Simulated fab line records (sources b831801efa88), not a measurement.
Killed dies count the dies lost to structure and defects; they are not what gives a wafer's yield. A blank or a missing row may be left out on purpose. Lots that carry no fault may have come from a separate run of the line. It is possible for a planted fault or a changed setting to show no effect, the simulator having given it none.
A struck lot beside a sound one | flow sky130 | 16 steps out of a route of 708
Sound: these wafers, L848.4, L848.5, L848.6. Wafers struck: L857.1, L857.4, L857.5. The cause comes at the end.
Each step with rows lists, per side, the tool, then ch with its chambers, then its first start. Under that, the readings that differ: sound wafers | struck wafers | difference of the means | sigmas: that difference in standard deviations of wafers without a fault.
alike: same words and numbers on both sides, and readings whose means sit less than 2 such deviations apart. not compared: any withheld reading, any reading some wafer has no value for, any bound like >300 that may hide the same value, and any number with overlapping values for which the record gives no deviation.
A row with sigmas, a row that says differs or no value, or rows on one side alone: a step with any of these is where the two part. Non-overlapping numbers with no deviation appear without sigmas and do not part them. Lack of a reading on every wafer of one side parts them only where that side has two or more wafers.

SKY_POLY_CUT_ETCH_10: etches BARC in N2/H2, stops on SiO2, time 45.9 s, target depth 60 nm.
  sound on rieDiel-03 ch 1,2, day 24 02:55; struck on rieDiel-01 ch 1,2,3, day 28 09:25
  alike: drypumpMotorCurrentA, oesProductAu, throttleValvePct
  not compared: rfHoursCounterH
SKY_POLY_CUT_ETCH_11: etches Si3N4 in CF4/CH2F2/Ar, stops on poly-Si, time 42.5 s, target depth 60 nm.
  sound on rieDiel-03 ch 1,2, day 24 02:57; struck on rieDiel-01 ch 1,2,3, day 28 09:28
  alike: drypumpMotorCurrentA, oesProductAu, throttleValvePct
  not compared: rfHoursCounterH
SKY_POLY_CUT_STRIP_12: strips in O2/N2.
  sound on plasmaAsher-03 ch 0,1, day 24 03:02; struck on plasmaAsher-02 ch 0,1, day 28 09:30
  alike: drypumpMotorCurrentA, oesProductAu, stripTimeToEndpointS
  not compared: rfHoursCounterH
then, 7 steps without rows for these wafers: SKY_SD_P_DEHYDRATE_00 (time 60 s); SKY_SD_P_HMDS_01 (prime time 60 s); SKY_SD_P_COAT_02 (resist thk 1140 nm); SKY_SD_P_SOFTBAKE_03 (time 60 s); SKY_SD_P_EXPOSE_04 (exposes mask PSDM, target cd 380 nm); SKY_SD_P_PEB_05; SKY_SD_P_DEVELOP_06 (develop time 60 s).
SKY_SD_P_CD_MEAS_07: target cd 380 nm.
  sound: cdSem-01 at day 25 08:22; struck: cdSem-02 at day 29 13:16
reading   | sound             | struck            | difference | sigmas
cdNm (nm) | 382.4 383.1 383.8 | 377.1 378.4 375.6 | -6.1       | -2
SKY_SD_P_OVL_MEAS_08:
  sound: overlay-01 at day 25 08:27; struck: overlay-01 at day 29 13:23
  alike: SD_P_OVL
SKY_SD_P_IMPLANT_09:
  sound on implanter-01 ch 0, day 25 08:32; struck on implanter-01 ch 0, day 29 13:25
  alike: beamEnergyKeV, endStationPressureTorr
SKY_SD_P_STRIP_10: strips in O2/N2.
  sound on plasmaAsher-01 ch 0,1, day 25 08:39; struck on plasmaAsher-03 ch 0,1, day 29 13:34
reading                  | sound             | struck            | difference | sigmas
stripTimeToEndpointS (s) | 17.49 17.57 17.46 | 17.37 17.47 17.40 | -0.09      | -3
  alike: drypumpMotorCurrentA, oesProductAu
  not compared: rfHoursCounterH
SKY_SD_P_TW_MEAS_11:
  sound: filmMetro-03 at day 25 08:45; struck: filmMetro-01 at day 29 13:40
reading | sound          | struck         | difference | sigmas
SD_P_TW | 2865 2867 2865 | 2787 2781 2791 | -79        | -3
-- record jumps: 19 days separate the struck wafers' starts on either side; left off in module SD_P, taken up again in module PAD_OPEN, whose first shown step is the route's number 708 --
SKY_PAD_OPEN_PROBE_99:
  sound: prober-02 at day 45 18:41; struck: prober-01 at day 48 16:37
reading                              | sound             | struck            | difference | sigmas
killedDies                           | 70 71 71          | 89 85 90          | +17        | +2
model.etest.resHighPo.rsOhmSqRange   | 8.572 8.769 7.781 | 65.14 66.29 64.54 | +56.95     | 
model.etest.resPdiff.rsOhmSqRange    | 6.384 5.186 5.606 | 24.51 17.69 19.4  | +14.81     | 
model.etest.pfet_01v8.driveUaUmRange | 6.223 8.465 6.897 | 9.193 8.493 10.74 | +2.280     | 
  alike: killed_at_M0_to_M3, killed_at_M4_up, killedAtContacts, killedAtFrontEnd, killedAtOther, killedOpen, killedShort

## WHERE THEY PART
Earliest at SKY_SD_P_CD_MEAS_07; latest, in this record, at SKY_PAD_OPEN_PROBE_99.

WHY: what had been put in by the simulator
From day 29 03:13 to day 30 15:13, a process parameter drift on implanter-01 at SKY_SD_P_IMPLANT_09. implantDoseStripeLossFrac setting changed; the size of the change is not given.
